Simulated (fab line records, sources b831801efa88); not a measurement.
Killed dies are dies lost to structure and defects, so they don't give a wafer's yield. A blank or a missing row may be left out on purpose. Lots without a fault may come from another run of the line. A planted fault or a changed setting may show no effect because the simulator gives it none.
fab line records | flow gf180mcu | part 2 of 2: steps 26 to 35 of 35
record lots=5 wafers=15 last_day=33
route steps=602 shown HV_LDD@220 NSD@235 PSD@248
lots that met no fault: from a run of the same line without faults
start_h: hours from the record's first day to the start of the lot's first wafer shown | wait_h: hours since the lot's step before | " the same as in the row above | L1.1+2: a row that stands for several wafers | - no value, or no start given | * or withheld: withheld | < > ~ a bound
route shown NAME@n: a module of which the file shows steps, and the number in the route of the first | usual: mean/standard deviation of fault-free wafers | same: alike in all rows | chamber/n: place in a boat | sites: the reading at each site | _std_site: their standard deviation | _edge_site: outer sites' mean less inner sites' | radius_mm: how far each site lies from the wafer's centre | mask NAME#n: copy n | behind: the tool/chamber that last shaped the wafer | hold: why the lot was held/for how many hours/how that ended | device: the transistor (n, p or np) that didn't switch | end of line: the same wafers' tests at the end of the route | a step without rows: its recipe alone | killed: dies lost to structure and defects at the first sort, not the wafer's yield | map: a wafer's dies, x killed, . not, _ none there
set.NAME: the setting as run; set.NAME@STEP: as run at that earlier step | model.NAME: the simulator's own value behind a step, which no gauge read
lots at some steps of the route; a table a step, a row a wafer
services: from which hour (start_h, from the record's first day; less than 0 if before it) a tool's chamber was out of use, for how many hours, and why
## steps
# step GF_NSD_IMPLANT_10
# recipe species=P energy_kev=40 dose_cm2=5e+14 tilt_deg=7
# usual beam_energy_keV=39.998/0.012
# columns lot.wafer tool chamber start_h wait_h beam_energy_keV
L075.1 implanter-01 0 303.18 0.1 39.987
L075.4 " 0 " " 39.984
L075.6 " 0 " " 39.985
L080.1 implanter-03 0 342.88 0.1 40.000
L080.2 " 0 " " 40.005
L080.6 " 0 " " 40.014
L081.4 implanter-01 0 354.30 0.1 39.990
L081.5 " 0 " " 39.979
L081.6 " 0 " " 39.981
L092.1 implanter-01 0 445.87 0.1 39.996
L092.2 " 0 " " 40.002
L092.5 " 0 " " 40.024
L095.1 implanter-01 0 464.69 0.1 40.006
L095.2 " 0 " " 39.991
L095.4 " 0 " " 39.995
# step GF_NSD_STRIP_11
# recipe chemistry=O2/N2 power_w=1400 pressure_mtorr=1500 platen_temp_c=250 o2_flow_sccm=3000 n2_flow_sccm=300 overash_fraction=0.5
# usual drypump_motor_current_A=5.9/0.53 heater_power_w=329/25 n2_flow_sccm=300.1/0.9 oes_product_au=0.487/0.0047 strip_time_to_endpoint_s=22.97/0.032
# columns lot.wafer tool chamber start_h wait_h drypump_motor_current_A heater_power_w n2_flow_sccm oes_product_au rf_hours_counter_h strip_time_to_endpoint_s
L075.1 plasma_asher-03 1 303.33 0.1 6.5 309 300.4 0.485 20 22.96
L075.4 " 1 " " 6.5 311 299.8 0.486 - 22.93
L075.6 " 1 " " 6.5 311 300.3 0.486 - 22.93
L080.1 plasma_asher-02 1 343.03 0.1 6.0 338 298.6 0.489 71 22.94
L080.2 " 0 " " 6.1 338 300.4 0.495 71 22.92
L080.6 " 1 " " 6.0 352 298.2 0.486 - 22.92
L081.4 plasma_asher-02 0 354.41 0.1 6.1 330 300.2 0.487 - 22.95
L081.5 " 1 " " 6.0 348 299.0 0.483 - 22.96
L081.6 " 0 " " 6.1 341 300.6 0.487 - 22.95
L092.1 plasma_asher-03 1 446.02 0.1 6.5 299 299.8 0.487 34 23.04
L092.2 " 0 " " 4.8 355 299.0 0.501 34 22.98
L092.5 " 0 " " 4.7 366 299.3 0.484 - 22.98
L095.1 plasma_asher-02 0 464.84 0.1 6.1 337 299.9 0.488 84 22.91
L095.2 " 1 " " 6.0 341 299.5 0.487 84 22.93
L095.4 " 0 " " 6.1 330 299.9 0.492 - 22.95
# step GF_NSD_TW_MEAS_12
# usual NSD_TW=4239/28
# columns lot.wafer tool chamber start_h wait_h NSD_TW
L075.1 film_metro-02 - 303.43 0.1 4211
L075.4 " - " " 4207
L075.6 " - " " 4199
L080.1 film_metro-03 - 343.13 0.1 4302
L080.2 " - " " 4294
L080.6 " - " " 4303
L081.4 film_metro-02 - 354.50 0.1 4265
L081.5 " - " " 4277
L081.6 " - " " 4279
L092.1 film_metro-03 - 446.12 0.1 4241
L092.2 " - " " 4269
L092.5 " - " " 4247
L095.1 film_metro-02 - 464.94 0.1 4206
L095.2 " - " " 4206
L095.4 " - " " 4209
# step GF_PSD_DEHYDRATE_00
# recipe temp_c=200 time_s=60
# usual exhaust_pa=45.0/0.95
# same time_s=60
# columns lot.wafer tool chamber start_h wait_h exhaust_pa
L075.1 litho_track-03 0 313.21 9.8 43.7
L075.4 " 0 " " 43.7
L075.6 " 0 " " 43.3
L080.1 litho_track-03 0 353.51 10.4 43.3
L080.2 " 0 " " 44.5
L080.6 " 0 " " 44.5
L081.4 litho_track-03 0 364.93 10.4 45.9
L081.5 " 0 " " 46.1
L081.6 " 0 " " 46.1
L092.1 litho_track-03 0 457.61 11.5 44.4
L092.2 " 0 " " 45.2
L092.5 " 0 " " 45.8
L095.1 litho_track-03 0 476.56 11.6 46.2
L095.2 " 0 " " 46.5
L095.4 " 0 " " 46.2
# step GF_PSD_HMDS_01
# recipe prime_time_s=60 prime_temp_c=120
# usual exhaust_pa=45.0/0.86
# columns lot.wafer tool chamber start_h wait_h exhaust_pa
L075.1 litho_track-03 0 313.36 0.1 44.9
L075.4 " 0 " " 45.2
L075.6 " 0 " " 43.9
L080.1 litho_track-03 0 353.66 0.1 45.9
L080.2 " 0 " " 44.2
L080.6 " 0 " " 44.8
L081.4 litho_track-03 0 365.08 0.1 44.5
L081.5 " 0 " " 46.8
L081.6 " 0 " " 44.5
L092.1 litho_track-03 0 457.76 0.1 45.3
L092.2 " 0 " " 46.0
L092.5 " 0 " " 46.1
L095.1 litho_track-03 0 476.71 0.1 44.8
L095.2 " 0 " " 44.3
L095.4 " 0 " " 43.9
# step GF_PSD_COAT_02
# recipe resist=NOVOLAK spin_rpm=3000 resist_thk_nm=1000
# usual exhaust_pa=45.2/1
# columns lot.wafer tool chamber start_h wait_h exhaust_pa
L075.1 litho_track-03 0 313.51 0.1 45.1
L075.4 " 0 " " 44.2
L075.6 " 0 " " 45.1
L080.1 litho_track-03 0 353.81 0.1 43.8
L080.2 " 0 " " 47.0
L080.6 " 0 " " 46.4
L081.4 litho_track-03 0 365.23 0.1 44.3
L081.5 " 0 " " 43.4
L081.6 " 0 " " 44.4
L092.1 litho_track-03 0 457.91 0.1 43.1
L092.2 " 0 " " 43.9
L092.5 " 0 " " 42.5
L095.1 litho_track-03 0 476.86 0.1 45.6
L095.2 " 0 " " 45.4
L095.4 " 0 " " 45.5
# step GF_PSD_SOFTBAKE_03
# recipe temp_c=90 time_s=60 resist=NOVOLAK
# usual exhaust_pa=45.1/0.76
# same time_s=60
# columns lot.wafer tool chamber start_h wait_h exhaust_pa
L075.1 litho_track-03 0 313.66 0.1 44.7
L075.4 " 0 " " 44.1
L075.6 " 0 " " 45.3
L080.1 litho_track-03 0 353.96 0.1 45.6
L080.2 " 0 " " 45.6
L080.6 " 0 " " 44.3
L081.4 litho_track-03 0 365.38 0.1 46.0
L081.5 " 0 " " 46.2
L081.6 " 0 " " 44.8
L092.1 litho_track-03 0 458.06 0.1 44.8
L092.2 " 0 " " 45.1
L092.5 " 0 " " 45.9
L095.1 litho_track-03 0 477.01 0.1 44.7
L095.2 " 0 " " 44.3
L095.4 " 0 " " 45.0
# step GF_PSD_EXPOSE_04
# recipe mask_id=Pplus target_cd_nm=400 na=0.6 source_shape=conventional sigma_outer=0.6 dose_mj=140
# usual exposure_dose_mJ_cm2=139.98/0.15
# columns lot.wafer tool chamber start_h wait_h mask exposure_dose_mJ_cm2
L075.1 iline_stepper-01 0 - - Pplus#0 139.88
L075.4 " 0 " " Pplus#0 140.07
L075.6 " 0 " " Pplus#0 139.95
L080.1 iline_stepper-01 0 - - Pplus#0 139.89
L080.2 " 0 " " Pplus#0 140.13
L080.6 " 0 " " Pplus#0 139.88
L081.4 iline_stepper-01 0 - - Pplus#0 140.00
L081.5 " 0 " " Pplus#0 140.16
L081.6 " 0 " " Pplus#0 140.01
L092.1 iline_stepper-02 0 - - Pplus#0 139.89
L092.2 " 0 " " Pplus#0 140.35
L092.5 " 0 " " Pplus#0 139.94
L095.1 iline_stepper-01 0 - - Pplus#0 140.08
L095.2 " 0 " " Pplus#0 140.12
L095.4 " 0 " " Pplus#0 140.03
# step GF_PSD_PEB_05
# recipe temp_c=withheld time_s=* resist=NOVOLAK
# usual exhaust_pa=45.0/0.97
# same time_s=*
# columns lot.wafer tool chamber start_h wait_h exhaust_pa
L075.1 litho_track-02 0 - - 44.2
L075.4 " 0 " " 44.9
L075.6 " 0 " " 45.8
L080.1 litho_track-02 0 - - 48.3
L080.2 " 0 " " 46.3
L080.6 " 0 " " 47.7
L081.4 litho_track-01 0 - - 44.7
L081.5 " 0 " " 46.7
L081.6 " 0 " " 46.0
L092.1 litho_track-01 0 - - 44.1
L092.2 " 0 " " 43.2
L092.5 " 0 " " 44.7
L095.1 litho_track-02 0 - - 44.8
L095.2 " 0 " " 44.7
L095.4 " 0 " " 45.0
# step GF_PSD_DEVELOP_06
# recipe develop_time_s=60 dev_temp_c=23
# usual developer_temp_C=23.01/0.11 exhaust_pa=45.0/1
# columns lot.wafer tool chamber start_h wait_h developer_temp_C exhaust_pa
L075.1 litho_track-02 0 323.55 0.1 23.10 45.7
L075.4 " 0 " " 23.19 46.5
L075.6 " 0 " " 23.01 46.4
L080.1 litho_track-02 0 364.70 0.1 23.07 45.5
L080.2 " 0 " " 23.17 45.8
L080.6 " 0 " " 23.07 44.8
L081.4 litho_track-01 0 376.09 0.1 22.96 46.0
L081.5 " 0 " " 23.00 45.4
L081.6 " 0 " " 23.10 44.8
L092.1 litho_track-01 0 469.92 0.1 23.06 45.6
L092.2 " 0 " " 23.16 46.2
L092.5 " 0 " " 22.99 44.5
L095.1 litho_track-02 0 488.80 0.1 23.05 45.2
L095.2 " 0 " " 23.11 45.1
L095.4 " 0 " " 23.16 44.7
## services
# columns tool chamber start_h hours kind
implanter-04 - 257.40 4.4 repair
iline_stepper-02 - 262.13 1.7 pm
implanter-03 - 265.41 5.1 pm
rie_diel-03 - 273.08 15.6 pm
wet_bench-02 - 283.76 3.0 repair
implanter-04 - 288.82 1.1 repair
rie_diel-03 1 289.55 8.4 repair
rie_diel-03 - 297.97 0.3 repair
rtp_anneal-02 - 298.38 4.9 pm
rie_diel-03 - 298.43 2.8 pm
implanter-01 - 309.44 0.7 repair
implanter-03 - 352.32 2.1 pm
implanter-01 - 355.11 1.3 repair
implanter-04 - 356.72 82.5 pm
plasma_asher-03 - 363.94 0.8 repair
implanter-01 - 376.89 1.9 repair
iline_stepper-01 - 381.29 2.1 pm
implanter-01 - 385.15 14.4 repair
plasma_asher-03 - 399.09 14.6 pm
iline_stepper-01 - 407.38 1.7 pm
implanter-01 - 452.23 2.3 pm
lpcvd-01 - 466.94 28.1 pm
iline_stepper-02 - 480.31 1.7 pm
iline_stepper-02 - 486.75 18.7 repair
